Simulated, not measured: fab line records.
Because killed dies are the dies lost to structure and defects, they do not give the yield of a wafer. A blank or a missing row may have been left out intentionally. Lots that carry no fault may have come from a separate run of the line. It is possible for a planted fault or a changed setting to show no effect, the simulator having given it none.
A lot that was struck, set against a sound lot -- flow gf180mcu -- 19 out of 602 route steps
Sound: wafers L126.2, L126.5, L126.6. The struck wafers were L144.2, L144.3, L144.6. The cause is named last.
Each step with rows lists, per side, the tool, then ch with its chambers, then its first start. Under that, the readings that differ: sound wafers -- struck wafers -- difference of the means -- sigmas: that difference in standard deviations of wafers without a fault.
alike: same words and numbers on both sides, and readings whose means sit less than 2 such deviations apart. not compared: any withheld reading, any reading some wafer has no value for, any bound like >300 that may hide the same value, and any number with overlapping values for which the record gives no deviation.
A row with sigmas, a row that says differs or no value, or rows on one side alone: a step with any of these is where the two part. Non-overlapping numbers with no deviation appear without sigmas and do not part them. A reading missing from all wafers of one side parts the sides only when that side holds two or more wafers.

first, 2 steps without rows for these wafers: GF_VT_IMPLANT_PEB_16; GF_VT_IMPLANT_DEVELOP_17 (develop time 60 s).
GF_VT_IMPLANT_OVL_MEAS_18:
  struck on overlay-01, day 11 02:20; sound on overlay-02, day 6 08:50
  alike: VT_IMPLANT_01_OVL
next, for these wafers, 1 step has no rows: GF_VT_IMPLANT_IMPLANT_19.
GF_VT_IMPLANT_STRIP_20: strips in O2/N2.
  sound on plasma_asher-03 ch 0,1, day 6 09:01; struck on plasma_asher-03 ch 0,1, day 11 02:31
  alike: drypump_motor_current_A, heater_power_w, oes_product_au, strip_time_to_endpoint_s
  not compared: rf_hours_counter_h
GF_VT_IMPLANT_TW_MEAS_21:
  struck on film_metro-02, day 11 02:37; sound on film_metro-04, day 6 09:08
  alike: VT_IMPLANT_2_TW
then, 6 steps without rows for these wafers: GF_VT_IMPLANT_DEHYDRATE_22 (time 60 s); GF_VT_IMPLANT_HMDS_23 (prime time 60 s); GF_VT_IMPLANT_COAT_24 (resist thk 1000 nm); GF_VT_IMPLANT_SOFTBAKE_25 (time 60 s); GF_VT_IMPLANT_EXPOSE_26 (exposes mask LVPWELL HV AREA, target cd 860 nm); GF_VT_IMPLANT_PEB_27.
GF_VT_IMPLANT_DEVELOP_28: develop time 60 s.
  sound on litho_track-01 ch 0, day 7 00:15; struck on litho_track-03 ch 0, day 11 21:37
GF_VT_IMPLANT_OVL_MEAS_29:
  struck on overlay-01, day 11 21:44; sound on overlay-02, day 7 00:23
reading,sound,struck,difference,sigmas
VT_IMPLANT_02_OVL (nm),0.2 1.6 2.1,- - -,no value on the struck wafers,
next, for these wafers, 1 step has no rows: GF_VT_IMPLANT_IMPLANT_30.
GF_VT_IMPLANT_STRIP_31: strips in O2/N2.
  sound on plasma_asher-03 ch 0,1, day 7 00:34; struck on plasma_asher-01 ch 0,1, day 11 21:55
reading,sound,struck,difference,sigmas
heater_power_w (W),361 387 367,274 352 277,-71,-2
  alike: drypump_motor_current_A, oes_product_au, strip_time_to_endpoint_s
  not compared: rf_hours_counter_h
GF_VT_IMPLANT_TW_MEAS_32:
  struck on film_metro-01, day 11 22:02; sound on film_metro-01, day 7 00:40
reading,sound,struck,difference,sigmas
VT_IMPLANT_3_TW,269.8 269.5 269.8,30.0 30.0 30.2,-239.6,-99 or more
then, 1 step without rows for these wafers: GF_VT_IMPLANT_DEHYDRATE_33 (time 60 s).
-- the record jumps here: 23 days lie between the struck wafers' starts before and after (it left off in module VT_IMPLANT and takes up again in module PASSIVATION, whose first step shown is number 602 of the route) --
GF_PASSIVATION_PROBE_99:
  only the struck wafers here have rows in the record (prober-01, day 34 11:31); the sound ones have none

## WHERE THEY PART
First at GF_VT_IMPLANT_OVL_MEAS_29; last, within this record, at GF_PASSIVATION_PROBE_99.

WHY: the cause the simulator had injected
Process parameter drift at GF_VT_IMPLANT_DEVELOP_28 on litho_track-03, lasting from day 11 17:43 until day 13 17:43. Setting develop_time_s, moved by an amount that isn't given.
